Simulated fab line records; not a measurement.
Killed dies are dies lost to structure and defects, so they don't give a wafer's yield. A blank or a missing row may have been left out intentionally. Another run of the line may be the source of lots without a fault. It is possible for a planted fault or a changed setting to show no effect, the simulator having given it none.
One fault through the eyes of 2 desks -- flow gf180mcu -- what lay behind the numbers comes last; until then each desk has only its own

== DESK OF THE TOOL OWNER: cmp-02 ==
The tool's own readings at GF_V4_CMP_26 (polishes, stops on SiO2, t overpolish 15 s, target thk 0 nm): means of the sampled wafers that have a number, for each lot that ran on this tool. Marked OUT: a lot whose mean sits more than 4 standard deviations from the usual mean, which makes it out of limits; the brackets give that distance.
Columns: A = edge-zone-pressure-frac at GF_V4_CMP_26, usual 1.000; B = head-pressure-psi at GF_V4_CMP_26, usual 3.499 psi; C = motor-current-A at GF_V4_CMP_26, usual 11.3 A; D = overpolish-run-s at GF_V4_CMP_26, usual 15.001 s; E = slurry-flow-ml-min at GF_V4_CMP_26, usual 150.0; F = time-to-endpoint-s at GF_V4_CMP_26, usual 83 s
lot,first seen here,A,B,C,D,E,F
L569,day 23 20:23,0.999,3.494,11.1,15.003,149.7,78
L570,day 24 14:06,1.000,3.499,12.9,15.001,150.0,79
L571,day 24 17:11,1.001,3.495,12.8,15.001,150.4,78
L572,day 25 08:43,0.995,3.506,11.6,15.008,149.7,81
L578,day 27 22:19,0.998,3.501,11.3,15.004,150.1,80
L591,day 30 21:34,1.004,3.506,11.4,15.004,150.0,84
Result from this desk: across the 6 lots, nothing is out of limits.

== THE METROLOGY DESK ==
Lot by lot, what the gauges showed, no matter which tool ran the lot: averages of those sampled wafers that carry a number. Marked OUT: a lot whose mean sits more than 4 standard deviations from the usual mean, which makes it out of limits; the brackets give that distance.
Columns: A = V4_OVL at GF_V4_OVL_MEAS_15, usual 0 nm; B = V4_W_RS at GF_V4_RS_MEAS_24, usual 0.3295 ohm/sq
lot,first seen here,A,B
L569,day 23 19:14,-2,0.3276
L570,day 24 12:53,2,0.3272
L571,day 24 16:05,-0,0.3297
L572,day 25 07:38,-2,0.3250
L573,day 26 04:55,-12,0.3299
L576,day 26 18:10,-4,0.3319
L577,day 27 14:10,8,0.3298
L578,day 27 21:13,4,0.3287
L580,day 28 07:19,4,0.3291
L589,day 30 11:01,-1,0.3279
L590,day 30 13:52,0,0.3282
L591,day 30 20:28,13,0.3263
L592,day 31 03:58,9,0.3287
Result from this desk: across the 13 lots, nothing is out of limits.

== ALL TOGETHER ==
The desk of the tool owner found nothing out of limits.
The metrology desk saw nothing out of limits.

== WHAT HAD BEEN PUT IN BY THE SIMULATOR ==
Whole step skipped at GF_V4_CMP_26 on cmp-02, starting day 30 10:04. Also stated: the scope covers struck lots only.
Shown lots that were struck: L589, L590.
